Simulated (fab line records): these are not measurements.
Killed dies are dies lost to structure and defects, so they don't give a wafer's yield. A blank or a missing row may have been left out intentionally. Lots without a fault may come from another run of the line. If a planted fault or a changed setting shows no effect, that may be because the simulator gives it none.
Which of the tools did it?	flow gf180mcu	Sampling: 12 lots, 36 wafers, 5 of 602 route steps

## WHAT EACH GAUGE READ, for each wafer
GF_STI_THK_MEAS_22. Usual: STI_OXIDATION_01_THK typically reads 15.2 nm, with standard deviation 0.33.
lot	measured	on	STI_OXIDATION_01_THK (nm)	flag
L472	day 2 03:25	film-metro-04	15.5 15.6 15.3	
L475	day 2 19:24	film-metro-02	16.0 15.9 15.9	
L476	day 3 00:16	film-metro-02	14.8 14.8 14.8	
L477	day 3 04:53	film-metro-02	14.8 14.9 14.8	
L478	day 3 10:49	film-metro-03	14.6 14.8 14.9	
L480	day 3 21:14	film-metro-03	14.4 14.5 14.5	
L481	day 4 01:06	film-metro-02	15.1 15.0 15.1	
L484	day 4 16:46	film-metro-04	15.3 15.7 15.5	
L489	day 5 18:57	film-metro-04	15.3 15.4 15.3	
L490	day 5 23:24	film-metro-04	15.0 15.0 15.0	
L491	day 6 05:41	film-metro-02	15.2 15.5 15.3	
L493	day 6 15:59	film-metro-02	14.9 15.1 14.9	

GF_VT_IMPLANT_RS_MEAS_48: uses a four-point probe to measure. Usual: LVPWELL_RS typically reads 1197.0 ohm/sq, with standard deviation 2.8.
lot	measured	on	LVPWELL_RS (ohm/sq)	flag
L472	day 7 15:01	film-metro-01	1195.1 1193.1 1194.6	
L475	day 8 09:31	film-metro-03	1196.2 1195.6 1196.9	
L476	day 8 16:53	film-metro-01	1196.2 1198.4 1197.1	
L477	day 8 22:12	film-metro-01	1199.3 1199.0 1199.3	
L478	day 9 07:10	film-metro-03	1197.2 1196.8 1196.4	
L480	day 9 20:31	film-metro-03	1195.1 1195.9 1197.2	
L481	day 10 01:53	film-metro-03	1197.4 1194.9 1200.3	
L484	day 10 21:04	film-metro-03	1173.3 1172.5 1173.6	OFF
L489	day 12 04:41	film-metro-04	1170.5 1172.6 1172.6	OFF
L490	day 12 12:52	film-metro-01	1196.9 1197.2 1196.2	
L491	day 12 20:38	film-metro-03	1195.5 1194.6 1198.2	
L493	day 13 10:17	film-metro-04	1195.2 1193.1 1192.7	

## WHICH TOOL RAN EACH LOT (tool, then ch and the chambers of the sampled wafers, then the start)
lot	GF_LVPWELL_IMPLANT_09	GF_LVPWELL_STRIP_10	GF_MVSD_STRIP_10
L472	implanter-02 ch 0, day 3 21:04	plasma-asher-01 ch 0,1, day 3 21:13	plasma-asher-04 ch 0,1, day 4 11:29
L475	implanter-04 ch 0, day 4 12:56	plasma-asher-02 ch 0,1, day 4 13:05	plasma-asher-02 ch 0,1, day 5 03:35
L476	implanter-04 ch 0, day 4 19:37	plasma-asher-04 ch 1, day 4 19:46	plasma-asher-02 ch 0,1, day 5 10:03
L477	implanter-02 ch 0, day 5 00:34	plasma-asher-04 ch 0, day 5 00:41	plasma-asher-04 ch 0,1, day 5 15:14
L478	implanter-04 ch 0, day 5 07:27	plasma-asher-01 ch 0,1, day 5 07:36	plasma-asher-04 ch 0,1, day 5 22:14
L480	implanter-02 ch 0, day 5 17:43	plasma-asher-01 ch 0,1, day 5 17:49	plasma-asher-04 ch 0,1, day 6 09:26
L481	implanter-04 ch 0, day 5 23:18	plasma-asher-01 ch 0,1, day 5 23:27	plasma-asher-02 ch 0,1, day 6 14:26
L484	implanter-04 ch 0, day 6 15:04	plasma-asher-02 ch 0,1, day 6 15:12	plasma-asher-03 ch 0,1, day 7 07:29
L489	implanter-04 ch 0, day 7 20:06	plasma-asher-04 ch 0,1, day 7 20:15	plasma-asher-04 ch 0,1, day 8 12:32
L490	implanter-03 ch 0, day 8 01:30	plasma-asher-02 ch 0,1, day 8 01:39	plasma-asher-04 ch 0,1, day 8 17:54
L491	implanter-03 ch 0, day 8 08:08	plasma-asher-04 ch 0,1, day 8 08:15	plasma-asher-04 ch 0, day 9 01:24
L493	implanter-03 ch 0, day 8 19:05	plasma-asher-04 ch 0,1, day 8 19:14	plasma-asher-04 ch 0,1, day 9 12:31
- GF_LVPWELL_IMPLANT_09
- GF_LVPWELL_STRIP_10: strips in O2/N2.
- GF_MVSD_STRIP_10: strips in O2/N2.

## WHAT THE TOOLS THEMSELVES READ (means of the sampled wafers that have a number; where no wafer has one, the mark that the record gives instead)
GF_LVPWELL_IMPLANT_09. Usual: dose-ions-cm2 4.999e+12, standard deviation 5.5e+09; faraday-current-uA 28.2, standard deviation 0.53.
lot	tool	dose-ions-cm2	faraday-current-uA	flag
L472	implanter-02	4.999e+12	28.2	
L475	implanter-04	5.001e+12	28.4	
L476	implanter-04	5.005e+12	28.3	
L477	implanter-02	4.997e+12	28.1	
L478	implanter-04	5.002e+12	28.5	
L480	implanter-02	4.995e+12	28.1	
L481	implanter-04	5.005e+12	28.8	
L484	implanter-04	5.537e+12	31.5	OFF
L489	implanter-04	5.550e+12	31.3	OFF
L490	implanter-03	4.997e+12	27.5	
L491	implanter-03	4.995e+12	28.3	
L493	implanter-03	4.998e+12	28.3	

GF_LVPWELL_STRIP_10. Usual: drypump-motor-current-A 5.7 A, standard deviation 0.49; heater-power-w 347 W, standard deviation 28; oes-product-au 0.722 a.u., standard deviation 0.0046; strip-time-to-endpoint-s 36.96 s, standard deviation 0.11.
lot	tool	drypump-motor-current-A (A)	heater-power-w (W)	oes-product-au (a.u.)	strip-time-to-endpoint-s (s)	flag
L472	plasma-asher-01	5.2	374	0.727	36.83	
L475	plasma-asher-02	5.9	359	0.721	37.15	
L476	plasma-asher-04	6.1	307	0.728	36.99	
L477	plasma-asher-04	5.2	349	0.716	37.21	
L478	plasma-asher-01	5.5	381	0.725	36.94	
L480	plasma-asher-01	5.5	381	0.725	37.06	
L481	plasma-asher-01	5.1	372	0.720	36.78	
L484	plasma-asher-02	6.0	358	0.726	36.90	
L489	plasma-asher-04	5.8	321	0.722	36.94	
L490	plasma-asher-02	6.0	353	0.724	37.04	
L491	plasma-asher-04	5.5	333	0.721	36.93	
L493	plasma-asher-04	5.5	332	0.721	36.85	

GF_MVSD_STRIP_10. Usual: drypump-motor-current-A 5.8 A, standard deviation 0.4; heater-power-w 338 W, standard deviation 25; oes-product-au 0.722 a.u., standard deviation 0.0045; strip-time-to-endpoint-s 36.93 s, standard deviation 0.088.
lot	tool	drypump-motor-current-A (A)	heater-power-w (W)	oes-product-au (a.u.)	strip-time-to-endpoint-s (s)	flag
L472	plasma-asher-04	5.8	318	0.720	36.98	
L475	plasma-asher-02	5.9	361	0.723	36.96	
L476	plasma-asher-02	5.9	361	0.717	36.98	
L477	plasma-asher-04	5.8	323	0.718	36.87	
L478	plasma-asher-04	5.8	320	0.723	36.78	
L480	plasma-asher-04	5.8	326	0.730	36.75	
L481	plasma-asher-02	5.9	358	0.730	36.88	
L484	plasma-asher-03	5.6	339	0.718	37.01	
L489	plasma-asher-04	5.8	327	0.725	36.84	
L490	plasma-asher-04	5.5	341	0.724	37.02	
L491	plasma-asher-04	5.2	345	0.722	36.97	
L493	plasma-asher-04	5.5	336	0.721	36.83	

## THE ANSWER, worked out from the rows above alone
Rule: a lot is off if the mean of its wafers that have a number lies more than 3 standard deviations from the usual mean. A lot without any number at a reading at which 4 lots or more have one is off too. Any other lot the step has rows for is counted as sound. The gauges are gone through in route order, then the tools' own readings, and for those a lot's mean is taken as printed above. The first step at which some lot is off is used, and at that step the reading that is off furthest; a lot without a number counts as furthest.
Off: L484, L489, at GF_VT_IMPLANT_RS_MEAS_48 (LVPWELL_RS).
If a tool, at a process step before that reading, ran all the lots that are off and no sound lot after the first of them, it fits. The gauges at GF_VT_IMPLANT_RS_MEAS_48 aren't tried: what is off there is off at GF_LVPWELL_IMPLANT_09 too, on other tools, and a gauge's error can't cause that. One fits: GF_LVPWELL_IMPLANT_09 on implanter-04. A fault onset in the window from L481 (day 5 23:18, its last sound lot) to L484 (day 6 15:04, its first lot off) fits.
The tool's own readings at GF_LVPWELL_IMPLANT_09 bear it out: on the lots that are off they differ by more than 5 times the standard deviation of the sound lots' means. dose-ions-cm2 reads 5.544e+12 there against 4.999e+12 on the sound lots; faraday-current-uA reads 31.4 there against 28.2 on the sound lots.

## WHAT WAS PUT IN BY THE SIMULATOR
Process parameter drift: implanter-04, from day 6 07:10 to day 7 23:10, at GF_LVPWELL_IMPLANT_09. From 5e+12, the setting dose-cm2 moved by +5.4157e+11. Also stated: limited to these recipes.
Shown lots that were struck: L484, L489. Same finding as the rule above.
